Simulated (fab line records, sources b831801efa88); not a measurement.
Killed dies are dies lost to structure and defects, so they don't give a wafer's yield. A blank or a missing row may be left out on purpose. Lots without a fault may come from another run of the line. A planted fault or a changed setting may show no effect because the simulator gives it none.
fab line records | flow gf180mcu | part 1 of 2: steps 1 to 26 of 35
record lots=5 wafers=15 last_day=32
route steps=602 shown M5@538 V5@540 TOP_METAL@567
lots that met no fault: from a run of the same line without faults
start_h: hours from the record's first day to the start of the lot's first wafer shown | wait_h: hours since the lot's step before | " the same as in the row above | L1.1+2: a row that stands for several wafers | - no value, or no start given | * or withheld: withheld | < > ~ a bound
route shown NAME@n: a module of which the file shows steps, and the number in the route of the first | usual: mean/standard deviation of fault-free wafers | same: alike in all rows | chamber/n: place in a boat | sites: the reading at each site | _std_site: their standard deviation | _edge_site: outer sites' mean less inner sites' | radius_mm: how far each site lies from the wafer's centre | mask NAME#n: copy n | behind: the tool/chamber that last shaped the wafer | hold: why the lot was held/for how many hours/how that ended | device: the transistor (n, p or np) that didn't switch | end of line: the same wafers' tests at the end of the route | a step without rows: its recipe alone | killed: dies lost to structure and defects at the first sort, not the wafer's yield | map: a wafer's dies, x killed, . not, _ none there
set.NAME: the setting as run; set.NAME@STEP: as run at that earlier step | model.NAME: the simulator's own value behind a step, which no gauge read
lots at some steps of the route; a table a step, a row a wafer
services: from which hour (start_h, from the record's first day; less than 0 if before it) a tool's chamber was out of use, for how many hours, and why
## steps
# step GF_M5_STRIP_12
# recipe chemistry=post_etch_residue_remover time_s=1200 temp_c=72.5
# columns lot.wafer tool chamber start_h wait_h
L076.4+5+6 wet_bench-02 3 634.03 0.0
L080.1+2+4 wet_bench-03 2 658.48 0.1
L081.3+4+5 wet_bench-01 2 669.49 0.0
L085.1+4+6 wet_bench-01 2 693.80 0.1
L086.3+5+6 wet_bench-03 2 702.40 0.0
# step GF_M5_CLEAN_13
# recipe chemistry=DIW dry=n2_spin
# columns lot.wafer tool chamber start_h wait_h
L076.4+5+6 wet_bench-01 3 634.41 0.0
L080.1+2+4 wet_bench-01 1 658.83 0.0
L081.3+4+5 wet_bench-02 3 669.86 0.0
L085.1+4+6 wet_bench-01 3 694.15 0.0
L086.3+5+6 wet_bench-03 3 702.88 0.1
# step GF_V5_CVD_00
# recipe material=SiO2 target_thk_nm=300 sigma_open_frac=0.3 temp_c=400 time_s=50 sih4_flow_sccm=60 pressure_mtorr=6
# usual sih4_flow_sccm=59.99/0.17
# columns lot.wafer tool chamber start_h wait_h sih4_flow_sccm
L076.4 hdpcvd-01 2 634.52 0.0 60.10
L076.5 " 0 " " 59.75
L076.6 " 1 " " 59.89
L080.1 hdpcvd-02 1 658.93 0.0 60.04
L080.2 " 2 " " 60.13
L080.4 " 0 " " 59.76
L081.3 hdpcvd-01 1 669.95 0.0 60.11
L081.4 " 1 " " 60.00
L081.5 " 0 " " 60.08
L085.1 hdpcvd-01 1 694.24 0.0 60.05
L085.4 " 1 " " 60.23
L085.6 " 0 " " 59.78
L086.3 hdpcvd-02 2 702.97 0.0 59.89
L086.5 " 2 " " 60.10
L086.6 " 1 " " 59.47
# step GF_V5_THK_MEAS_01
# recipe reads=SiO2_of_V5_CVD_00
# usual V5_CVD_00_THK=300/3.4
# columns lot.wafer tool chamber start_h wait_h V5_CVD_00_THK[nm]
L076.4 film_metro-03 - 634.57 0.0 303
L076.5 " - " " 301
L076.6 " - " " 297
L080.1 film_metro-03 - 658.98 0.0 296
L080.2 " - " " 299
L080.4 " - " " 294
L081.3 film_metro-01 - 670.02 0.0 296
L081.4 " - " " 295
L081.5 " - " " 295
L085.1 film_metro-04 - 694.28 0.0 302
L085.4 " - " " 303
L085.6 " - " " 300
L086.3 film_metro-01 - 703.03 0.0 303
L086.5 " - " " 304
L086.6 " - " " 297
# step GF_V5_CVD_02
# recipe material=SiO2 target_thk_nm=1450 precursor=TEOS temp_c=400 time_s=163.28 rf_w=600
# usual heater_power_w=723/86
# columns lot.wafer tool chamber start_h wait_h heater_power_w
L076.4 pecvd-01 0 634.66 0.1 651
L076.5 " 1 " " 718
L076.6 " 2 " " 574
L080.1 pecvd-04 2 659.04 0.1 715
L080.2 " 1 " " 608
L080.4 " 0 " " 581
L081.3 pecvd-01 0 670.06 0.0 619
L081.4 " 1 " " 708
L081.5 " 2 " " 590
L085.1 pecvd-03 2 694.34 0.1 756
L085.4 " 2 " " 654
L085.6 " 1 " " 890
L086.3 pecvd-03 2 703.07 0.0 808
L086.5 " 0 " " 778
L086.6 " 2 " " 653
# step GF_V5_THK_MEAS_03
# recipe reads=SiO2_of_V5_CVD_02
# usual V5_CVD_02_THK=1448/20
# columns lot.wafer tool chamber start_h wait_h V5_CVD_02_THK[nm]
L076.4 film_metro-01 - 634.74 0.0 1434
L076.5 " - " " 1458
L076.6 " - " " 1449
L080.1 film_metro-03 - 659.15 0.1 1436
L080.2 " - " " 1435
L080.4 " - " " 1467
L081.3 film_metro-01 - 670.19 0.1 1397
L081.4 " - " " 1449
L081.5 " - " " 1430
L085.1 film_metro-03 - 694.45 0.1 1443
L085.4 " - " " 1458
L085.6 " - " " 1450
L086.3 film_metro-04 - 703.20 0.1 1441
L086.5 " - " " 1466
L086.6 " - " " 1470
# step GF_V5_CMP_04
# recipe material=SiO2 down_force_psi=4 platen_rpm=60 pad_velocity_m_s=0.94248
# usual head_pressure_psi=4.001/0.0084 motor_current_A=11.7/1.1
# columns lot.wafer tool chamber start_h wait_h head_pressure_psi motor_current_A
L076.4 cmp-02 1 634.77 0.0 3.993 11.3
L076.5 " 1 " " 4.006 11.9
L076.6 " 2 " " 3.996 14.5
L080.1 cmp-01 0 659.21 0.1 3.999 11.2
L080.4 " 1 " " 3.997 11.6
L080.2 " 3 " " 3.990 11.1
L081.3 cmp-02 0 670.28 0.1 3.992 12.5
L081.4 " 2 " " 3.999 13.2
L081.5 " 0 " " 3.994 12.4
L085.4 cmp-01 3 694.51 0.0 4.001 11.0
L085.1 " 0 " " 4.000 9.9
L085.6 " 3 " " 4.007 11.3
L086.3 cmp-01 2 703.24 0.0 3.990 13.7
L086.6 " 2 " " 4.000 12.7
L086.5 " 3 " " 3.995 11.7
# step GF_V5_BOW_MEAS_05
# recipe mode=bow
# usual V5_BOW=136/9.5
# columns lot.wafer tool chamber start_h wait_h V5_BOW[um]
L076.4 film_metro-04 - 635.13 0.3 153
L076.5 " - " " 146
L076.6 " - " " 149
L080.1 film_metro-03 - 659.51 0.2 137
L080.2 " - " " 137
L080.4 " - " " 129
L081.3 film_metro-04 - 670.59 0.3 140
L081.4 " - " " 145
L081.5 " - " " 142
L085.1 film_metro-01 - 694.81 0.2 133
L085.4 " - " " 128
L085.6 " - " " 139
L086.3 film_metro-03 - 703.58 0.3 132
L086.5 " - " " 130
L086.6 " - " " 133
# step GF_V5_DEHYDRATE_06
# recipe temp_c=200 time_s=60
# usual exhaust_pa=45.3/0.86 heater_power_total_W=160.37/0.12
# columns lot.wafer tool chamber start_h wait_h exhaust_pa heater_power_total_W
L076.4 litho_track-02 0 645.30 10.2 44.5 160.32
L076.5 " 0 " " 46.2 160.37
L076.6 " 0 " " 44.6 160.18
L080.1 litho_track-03 0 668.75 9.2 45.9 160.28
L080.2 " 0 " " 46.9 160.30
L080.4 " 0 " " 45.1 160.26
L081.3 litho_track-03 0 679.50 8.9 46.6 160.41
L081.4 " 0 " " 44.9 160.58
L081.5 " 0 " " 45.8 160.64
L085.1 litho_track-02 0 703.87 9.0 45.6 160.22
L085.4 " 0 " " 46.7 160.31
L085.6 " 0 " " 46.3 160.38
L086.3 litho_track-03 0 712.10 8.5 44.8 160.23
L086.5 " 0 " " 46.2 160.29
L086.6 " 0 " " 45.5 160.36
# step GF_V5_HMDS_07
# recipe prime_time_s=60 prime_temp_c=120
# usual exhaust_pa=45.0/1
# same prime_time_s=60
# columns lot.wafer tool chamber start_h wait_h exhaust_pa
L076.4 litho_track-02 0 645.45 0.1 46.0
L076.5 " 0 " " 46.4
L076.6 " 0 " " 46.6
L080.1 litho_track-03 0 668.90 0.1 44.9
L080.2 " 0 " " 45.5
L080.4 " 0 " " 45.5
L081.3 litho_track-03 0 679.65 0.1 46.0
L081.4 " 0 " " 44.5
L081.5 " 0 " " 44.6
L085.1 litho_track-02 0 704.02 0.1 46.4
L085.4 " 0 " " 46.9
L085.6 " 0 " " 45.2
L086.3 litho_track-03 0 712.25 0.1 46.3
L086.5 " 0 " " 45.0
L086.6 " 0 " " 45.7
# step GF_V5_COAT_08
# recipe resist=BARC temp_c=withheld time_s=withheld spin_rpm=withheld resist_thk_nm=withheld
# usual exhaust_pa=45.0/0.99
# columns lot.wafer tool chamber start_h wait_h exhaust_pa
L076.4 litho_track-02 0 645.60 0.1 44.3
L076.5 " 0 " " 43.8
L076.6 " 0 " " 45.0
L080.1 litho_track-03 0 669.05 0.1 44.3
L080.2 " 0 " " 45.6
L080.4 " 0 " " 45.4
L081.3 litho_track-03 0 679.80 0.1 44.3
L081.4 " 0 " " 44.5
L081.5 " 0 " " 44.3
L085.1 litho_track-02 0 704.17 0.1 45.1
L085.4 " 0 " " 44.2
L085.6 " 0 " " 44.2
L086.3 litho_track-03 0 712.40 0.1 46.1
L086.5 " 0 " " 46.3
L086.6 " 0 " " 44.3
# step GF_V5_COAT_09
# recipe resist=KrF spin_rpm=withheld resist_thk_nm=1000
# usual exhaust_pa=45.0/0.82
# columns lot.wafer tool chamber start_h wait_h exhaust_pa
L076.4 litho_track-02 0 - - 44.1
L076.5 " 0 " " 44.2
L076.6 " 0 " " 44.0
L080.1 litho_track-03 0 - - 44.6
L080.2 " 0 " " 44.0
L080.4 " 0 " " 44.2
L081.3 litho_track-03 0 - - 45.3
L081.4 " 0 " " 44.6
L081.5 " 0 " " 43.7
L085.1 litho_track-02 0 - - 46.0
L085.4 " 0 " " 44.3
L085.6 " 0 " " 44.0
L086.3 litho_track-03 0 - - 44.3
L086.5 " 0 " " 45.0
L086.6 " 0 " " 44.6
# step GF_V5_SOFTBAKE_10
# recipe temp_c=130 time_s=60 resist=KrF
# usual exhaust_pa=45.1/0.88 heater_power_total_W=93.05/0.065
# columns lot.wafer tool chamber start_h wait_h exhaust_pa heater_power_total_W
L076.4 litho_track-02 0 - - 44.4 93.10
L076.5 " 0 " " 44.5 93.11
L076.6 " 0 " " 43.2 93.08
L080.1 litho_track-03 0 - - 45.5 92.95
L080.2 " 0 " " 45.4 93.04
L080.4 " 0 " " 44.8 92.98
L081.3 litho_track-03 0 - - 45.2 92.94
L081.4 " 0 " " 44.6 93.12
L081.5 " 0 " " 45.2 93.08
L085.1 litho_track-02 0 - - 44.9 93.01
L085.4 " 0 " " 44.5 92.97
L085.6 " 0 " " 45.2 93.09
L086.3 litho_track-03 0 - - 45.1 93.15
L086.5 " 0 " " 45.5 93.07
L086.6 " 0 " " 44.6 93.15
# step GF_V5_EXPOSE_11
# recipe mask_id=Via5 target_cd_nm=260 na=0.68 source_shape=conventional sigma_outer=0.6 dose_mj=38
# usual reticle_temp_C=23.02/0.1
# same sigma_outer=0.6
# columns lot.wafer tool chamber start_h wait_h mask reticle_temp_C
L076.4 krf_scanner-01 0 - - Via5#0 23.05
L076.5 " 0 " " Via5#0 23.17
L076.6 " 0 " " Via5#0 23.22
L080.1 krf_scanner-02 0 - - Via5#0 22.80
L080.2 " 0 " " Via5#0 22.85
L080.4 " 0 " " Via5#0 22.93
L081.3 krf_scanner-01 0 - - Via5#0 22.99
L081.4 " 0 " " Via5#0 22.98
L081.5 " 0 " " Via5#0 22.84
L085.1 krf_scanner-02 0 - - Via5#0 23.17
L085.4 " 0 " " Via5#0 22.93
L085.6 " 0 " " Via5#0 22.92
L086.3 krf_scanner-02 0 - - Via5#0 23.20
L086.5 " 0 " " Via5#0 23.04
L086.6 " 0 " " Via5#0 23.16
# step GF_V5_PEB_12
# recipe peb_temp_c=135 peb_time_s=90 resist=KrF
# usual exhaust_pa=45.0/0.91 heater_power_total_W=85.70/0.085
# columns lot.wafer tool chamber start_h wait_h exhaust_pa heater_power_total_W
L076.4 litho_track-01 0 - - 44.7 85.63
L076.5 " 0 " " 44.9 85.78
L076.6 " 0 " " 44.6 85.54
L080.1 litho_track-03 0 - - 45.0 85.66
L080.2 " 0 " " 45.8 85.52
L080.4 " 0 " " 45.0 85.75
L081.3 litho_track-03 0 - - 46.1 85.74
L081.4 " 0 " " 44.9 85.57
L081.5 " 0 " " 46.3 85.81
L085.1 litho_track-02 0 - - 44.2 85.66
L085.4 " 0 " " 44.6 85.57
L085.6 " 0 " " 43.7 85.77
L086.3 litho_track-01 0 - - 45.1 85.81
L086.5 " 0 " " 44.8 85.72
L086.6 " 0 " " 43.1 85.78
# step GF_V5_DEVELOP_13
# recipe develop_time_s=60 resist=KrF dev_temp_c=21
# usual exhaust_pa=45.0/0.75
# columns lot.wafer tool chamber start_h wait_h exhaust_pa
L076.4 litho_track-01 0 655.15 0.1 44.7
L076.5 " 0 " " 44.6
L076.6 " 0 " " 44.8
L080.1 litho_track-03 0 678.70 0.2 46.2
L080.2 " 0 " " 45.7
L080.4 " 0 " " 45.3
L081.3 litho_track-03 0 689.30 0.1 44.4
L081.4 " 0 " " 46.2
L081.5 " 0 " " 44.5
L085.1 litho_track-02 0 713.52 0.2 45.0
L085.4 " 0 " " 44.2
L085.6 " 0 " " 45.3
L086.3 litho_track-01 0 721.68 0.1 46.0
L086.5 " 0 " " 45.3
L086.6 " 0 " " 45.6
# step GF_V5_CD_MEAS_14
# recipe target_cd_nm=260
# usual cd_nm=259.8/0.99
# columns lot.wafer tool chamber start_h wait_h cd_nm
L076.4 cd_sem-02 - 655.29 0.1 260.8
L076.5 " - " " 259.3
L076.6 " - " " 258.9
L080.1 cd_sem-01 - 678.85 0.1 260.5
L080.2 " - " " 260.9
L080.4 " - " " 260.1
L081.3 cd_sem-01 - 689.44 0.1 260.6
L081.4 " - " " 259.3
L081.5 " - " " 260.6
L085.1 cd_sem-01 - 713.67 0.1 261.9
L085.4 " - " " 262.8
L085.6 " - " " 261.9
L086.3 cd_sem-02 - 721.82 0.1 259.2
L086.5 " - " " 258.4
L086.6 " - " " 259.1
# step GF_V5_OVL_MEAS_15
# usual V5_OVL=-5/5.7
# columns lot.wafer tool chamber start_h wait_h V5_OVL[nm]
L076.4 overlay-02 - 655.37 0.1 -6
L076.5 " - " " -13
L076.6 " - " " -8
L080.1 overlay-01 - 678.97 0.1 -5
L080.2 " - " " -3
L080.4 " - " " -7
L081.3 overlay-01 - 689.53 0.1 -7
L081.4 " - " " 0
L081.5 " - " " -9
L085.1 overlay-01 - 713.79 0.1 -5
L085.4 " - " " -10
L085.6 " - " " 0
L086.3 overlay-01 - 721.91 0.1 0
L086.5 " - " " -1
L086.6 " - " " -4
# step GF_V5_ETCH_16
# recipe chemistry=N2/H2 target_depth_a=withheld overetch_a=withheld time_s=withheld target=BARC ion_energy_ev=200 source_w=500 bias_w=100 pressure_mtorr=30 n2_flow_sccm=100 h2_flow_sccm=200
# usual bias_w=99.99/0.3 drypump_motor_current_A=5.6/0.43 oes_product_au=0.856/0.0046 throttle_valve_pct=13.225/0.0091
# columns lot.wafer tool chamber start_h wait_h bias_w drypump_motor_current_A oes_product_au throttle_valve_pct
L076.4 rie_diel-03 0 655.38 0.0 100.39 5.9 0.862 13.215
L076.5 " 1 " " 100.08 6.3 0.848 13.234
L076.6 " 0 " " 100.45 5.9 0.860 13.216
L080.1 rie_diel-04 2 679.00 0.0 99.85 5.1 0.857 13.220
L080.2 " 1 " " 99.84 5.8 0.853 13.219
L080.4 " 1 " " 99.86 5.8 0.859 13.211
L081.3 rie_diel-01 0 689.55 0.0 99.99 6.1 0.848 13.208
L081.4 " 2 " " 99.85 5.6 0.850 13.241
L081.5 " 3 " " 99.72 5.2 0.855 13.210
L085.1 rie_diel-04 1 713.83 0.0 99.40 5.8 0.863 13.226
L085.4 " 2 " " 99.70 5.2 0.844 13.246
L085.6 " 2 " " 99.82 5.2 0.851 13.209
L086.3 rie_diel-04 3 721.93 0.0 100.01 5.3 0.856 13.234
L086.5 " 0 " " 100.23 5.9 0.852 13.237
L086.6 " 3 " " 100.54 5.3 0.857 13.230
# step GF_V5_ETCH_17
# recipe chemistry=C4F8/O2/Ar mask_material=KrF target=SiO2 stop_on=TiN source_w=1500 bias_w=1200 pressure_mtorr=40 c4f8_flow_sccm=withheld O2_flow_sccm=6 Ar_flow_sccm=300 time_s=withheld target_depth_a=8550
# usual bias_w=1200/3.4 oes_product_au=0.860/0.0053
# columns lot.wafer tool chamber start_h wait_h bias_w oes_product_au
L076.4 rie_diel-03 0 - - 1205 0.849
L076.5 " 1 " " 1196 0.856
L076.6 " 0 " " 1200 0.857
L080.1 rie_diel-04 2 - - 1197 0.859
L080.2 " 1 " " 1200 0.862
L080.4 " 1 " " 1201 0.860
L081.3 rie_diel-01 0 - - 1192 0.867
L081.4 " 2 " " 1199 0.857
L081.5 " 3 " " 1201 0.864
L085.1 rie_diel-04 1 - - 1201 0.856
L085.4 " 2 " " 1195 0.857
L085.6 " 2 " " 1199 0.868
L086.3 rie_diel-04 3 - - 1202 0.856
L086.5 " 0 " " 1199 0.863
L086.6 " 3 " " 1201 0.865
# step GF_V5_STRIP_18
# recipe chemistry=O2/N2 power_w=1400 pressure_mtorr=1500 platen_temp_c=250 o2_flow_sccm=3000 n2_flow_sccm=300 overash_fraction=0.5
# usual drypump_motor_current_A=5.9/0.42 heater_power_w=383/28 oes_product_au=0.570/0.0048
# columns lot.wafer tool chamber start_h wait_h drypump_motor_current_A heater_power_w oes_product_au rf_hours_counter_h
L076.4 plasma_asher-03 0 655.57 - 6.4 399 0.569 -
L076.5 " 1 " " 5.6 408 0.571 -
L076.6 " 0 " " 6.4 385 0.575 -
L080.1 plasma_asher-01 0 679.16 - 5.8 368 0.567 108
L080.2 " 1 " " 5.4 330 0.556 108
L080.4 " 1 " " 5.4 326 0.576 -
L081.3 plasma_asher-03 1 689.74 - 5.6 398 0.572 -
L081.4 " 0 " " 6.4 393 0.561 -
L081.5 " 1 " " 5.6 397 0.571 -
L085.1 plasma_asher-03 0 713.98 - 6.4 392 0.574 27
L085.4 " 0 " " 6.4 389 0.571 -
L085.6 " 1 " " 5.6 394 0.571 -
L086.3 plasma_asher-03 1 722.12 - 5.6 394 0.565 -
L086.5 " 0 " " 6.4 385 0.571 -
L086.6 " 1 " " 5.6 405 0.568 -
# step GF_V5_STRIP_19
# recipe chemistry=post_etch_residue_remover time_s=1200 temp_c=72.5
# columns lot.wafer tool chamber start_h wait_h
L076.4+5+6 wet_bench-01 0 655.64 0.0
L080.1+2+4 wet_bench-04 3 679.26 0.1
L081.3+4+5 wet_bench-04 0 689.81 0.0
L085.1+4+6 wet_bench-04 3 714.08 0.1
L086.3+5+6 wet_bench-04 2 722.19 0.0
# step GF_V5_CLEAN_20
# recipe chemistry=DIW dry=n2_spin
# columns lot.wafer tool chamber start_h wait_h
L076.4+5+6 wet_bench-02 2 655.98 0.0
L080.1+2+4 wet_bench-01 3 679.60 0.0
L081.3+4+5 wet_bench-01 0 690.15 0.0
L085.1+4+6 wet_bench-02 3 714.46 0.0
L086.3+5+6 wet_bench-02 3 722.53 0.0
# step GF_V5_SPUTTER_21
# recipe material=Ti target_thk_nm=15 chamber_pressure_pa=5 power_w=2500 substrate_temp_c=200 time_s=80.02
# usual throttle_valve_pct=29.5/0.85
# columns lot.wafer tool chamber start_h wait_h throttle_valve_pct
L076.4 pvd_sputter-03 - 656.07 0.0 28.9
L076.5 " - " " 29.4
L076.6 " - " " 30.0
L080.1 pvd_sputter-03 - 679.69 0.0 29.1
L080.2 " - " " 29.5
L080.4 " - " " 29.0
L081.3 pvd_sputter-01 - 690.24 0.0 30.4
L081.4 " - " " 31.7
L081.5 " - " " 29.1
L085.1 pvd_sputter-01 - 714.55 0.0 29.0
L085.4 " - " " 29.8
L085.6 " - " " 30.5
L086.3 pvd_sputter-01 - 722.62 0.0 30.1
L086.5 " - " " 30.1
L086.6 " - " " 31.4
# step GF_V5_SPUTTER_22
# recipe material=TiN target_thk_nm=10 chamber_pressure_pa=5 power_w=4000 time_s=40
# usual throttle_valve_pct=29.5/0.83
# columns lot.wafer tool chamber start_h wait_h throttle_valve_pct
L076.4 pvd_sputter-03 - 656.13 0.0 28.9
L076.5 " - " " 29.4
L076.6 " - " " 29.8
L080.1 pvd_sputter-03 - 679.75 0.0 28.9
L080.2 " - " " 29.6
L080.4 " - " " 29.1
L081.3 pvd_sputter-01 - 690.30 0.0 30.6
L081.4 " - " " 31.3
L081.5 " - " " 29.0
L085.1 pvd_sputter-01 - 714.61 0.0 29.2
L085.4 " - " " 29.9
L085.6 " - " " 30.3
L086.3 pvd_sputter-01 - 722.68 0.0 30.0
L086.5 " - " " 29.9
L086.6 " - " " 31.5
# step GF_V5_CVD_23
# recipe material=W target_thk_nm=350 time_s=104.9 temp_c=400 pressure_torr=40
# usual heater_power_w=927/96
# columns lot.wafer tool chamber start_h wait_h heater_power_w
L076.4 cvd_w-02 0 656.21 0.1 894
L076.5 " 0 " " 911
L076.6 " 1 " " 937
L080.1 cvd_w-01 0 679.79 0.0 1056
L080.2 " 1 " " 768
L080.4 " 0 " " 1059
L081.3 cvd_w-02 1 690.41 0.1 971
L081.4 " 1 " " 952
L081.5 " 1 " " 933
L085.1 cvd_w-01 1 714.65 0.0 787
L085.4 " 1 " " 762
L085.6 " 1 " " 775
L086.3 cvd_w-01 0 722.76 0.1 1036
L086.5 " 1 " " 772
L086.6 " 0 " " 1054
